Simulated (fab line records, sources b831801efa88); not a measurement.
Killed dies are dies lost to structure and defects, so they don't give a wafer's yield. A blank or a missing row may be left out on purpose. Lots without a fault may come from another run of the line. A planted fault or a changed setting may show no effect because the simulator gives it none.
A struck lot beside a sound one | flow sky130 | 18 steps out of a route of 708
Sound: wafers L392.1, L392.2, L392.3. Struck: wafers L399.1, L399.2, L399.6. The cause comes at the end.
At each step with rows: each side's tool, then ch and its chambers, then its first start. Under that, the readings that differ: sound wafers | struck wafers | difference of the means | sigmas: that difference in standard deviations of wafers without a fault.
alike: readings whose means differ by less than 2 such deviations, and words and numbers that are the same on both sides. not compared: withheld readings, readings that some wafer has no value for, bounds like >300 that may hide the same value, and numbers for which the record gives no deviation and whose values overlap.
The two part at a step that has a row with sigmas, a row that says differs or no value, or rows on one side only. Numbers that don't overlap but have no deviation are shown without sigmas and don't part them. A reading that every wafer of one side lacks parts them only if that side has two wafers or more.

first, 3 steps without rows for these wafers: SKY_LI_CONTACT_EXPOSE_09 (exposes mask LICM1, target cd 170 nm); SKY_LI_CONTACT_PEB_10; SKY_LI_CONTACT_DEVELOP_11 (develop time 60 s).
SKY_LI_CONTACT_CD_MEAS_12: target cd 170 nm.
  sound on cd_sem-02, day 30 21:17; struck on cd_sem-01, day 33 01:38
  alike: cd_nm
SKY_LI_CONTACT_OVL_MEAS_13:
  sound on overlay-02, day 30 21:24; struck on overlay-02, day 33 01:45
  alike: LI_CONTACT_OVL
SKY_LI_CONTACT_ETCH_14: etches BARC in N2/H2, stops on SiO2, time 45.9 s, target depth 60 nm.
  sound on rie_diel-04 ch 0,1,3, day 30 21:26; struck on rie_diel-02 ch 0,1,2, day 33 01:47
  alike: drypump_motor_current_A, oes_product_au, throttle_valve_pct
  not compared: rf_hours_counter_h
then, 1 step without rows for these wafers: SKY_LI_CONTACT_ETCH_15 (etches PSG in C4F8/O2/Ar, stops on Si, target depth 600 nm).
SKY_LI_CONTACT_STRIP_16: strips in O2/N2.
  sound on plasma_asher-04 ch 0,1, day 30 21:34; struck on plasma_asher-04 ch 0,1, day 33 01:55
  alike: drypump_motor_current_A, oes_product_au, strip_time_to_endpoint_s
  not compared: rf_hours_counter_h
then, 2 steps without rows for these wafers: SKY_LI_CONTACT_CLEAN_17 (cleans in NMP, time 600 s); SKY_LI_CONTACT_PRE_CLEAN_18 (time 5.6 s).
SKY_LI_CONTACT_SPUTTER_19: material Ti, target thk 20 nm, time 106.37 s.
  sound on pvd_sputter-03, day 30 21:52; struck on pvd_sputter-04, day 33 02:13
  alike: throttle_valve_pct
SKY_LI_CONTACT_SPUTTER_20: material TiN, target thk 20 nm, time 80 s.
  sound on pvd_sputter-03, day 30 21:56; struck on pvd_sputter-04, day 33 02:17
  alike: throttle_valve_pct
SKY_LI_CONTACT_CVD_21: deposits W, target thk 400 nm, time 120.56 s.
  sound on cvd_w-02 ch 0,1, day 30 22:00; struck on cvd_w-02 ch 0,1, day 33 02:21
  reading                                  | sound             | struck            | difference | sigmas
  model.W_of_LI_CONTACT_CVD_21.thk_nm (nm) | 406.9 395.2 408.3 | 449.2 457.1 443.9 | +46.6      |
  alike: heater_power_w
SKY_LI_CONTACT_RS_MEAS_22: measures by four-point-probe.
  sound on film_metro-03, day 30 22:07; struck on film_metro-01, day 33 02:28
  reading                  | sound             | struck            | difference | sigmas
  LI_CONTACT_W_RS (ohm/sq) | 0.280 0.288 0.279 | 0.253 0.248 0.256 | -0.030     | -8
SKY_LI_CONTACT_THK_MEAS_23: measures by xrf.
  sound on film_metro-03, day 30 22:14; struck on film_metro-01, day 33 02:35
  reading               | sound       | struck      | difference | sigmas
  LI_CONTACT_W_THK (nm) | 402 391 402 | 449 457 448 | +53        | +6
SKY_LI_CONTACT_CMP_24: polishes, stops on PSG, t overpolish 20 s, target thk 0 nm.
  sound on cmp-02 ch 0,1,2, day 30 22:18; struck on cmp-01 ch 1,2, day 33 02:39
  reading                | sound    | struck      | difference | sigmas
  time_to_endpoint_s (s) | 97 93 95 | 112 118 111 | +19        | +5
  alike: motor_current_A
SKY_LOCAL_INTERCONNECT_SPUTTER_00: material TiN, target thk 100 nm, time 83.3 s.
  sound on pvd_sputter-02, day 30 22:36; struck on pvd_sputter-03, day 33 02:57
  alike: throttle_valve_pct
-- the record jumps here: 15 days lie between the struck wafers' starts before and after (it left off in module LOCAL_INTERCONNECT and takes up again in module PAD_OPEN, whose first step shown is number 708 of the route) --
SKY_PAD_OPEN_PROBE_99:
  sound on prober-02, day 46 23:46; struck on prober-01, day 48 13:15
  alike: killed_at_M0_to_M3, killed_at_M4_up, killed_at_contacts, killed_at_front_end, killed_at_other, killed_dies, killed_open, killed_short

WHERE THEY PART
First at SKY_LI_CONTACT_RS_MEAS_22; last, within this record, at SKY_LI_CONTACT_CMP_24. Later steps at which nothing parts them and some readings are alike: SKY_LOCAL_INTERCONNECT_SPUTTER_00, SKY_PAD_OPEN_PROBE_99.

WHY: what the simulator had put in
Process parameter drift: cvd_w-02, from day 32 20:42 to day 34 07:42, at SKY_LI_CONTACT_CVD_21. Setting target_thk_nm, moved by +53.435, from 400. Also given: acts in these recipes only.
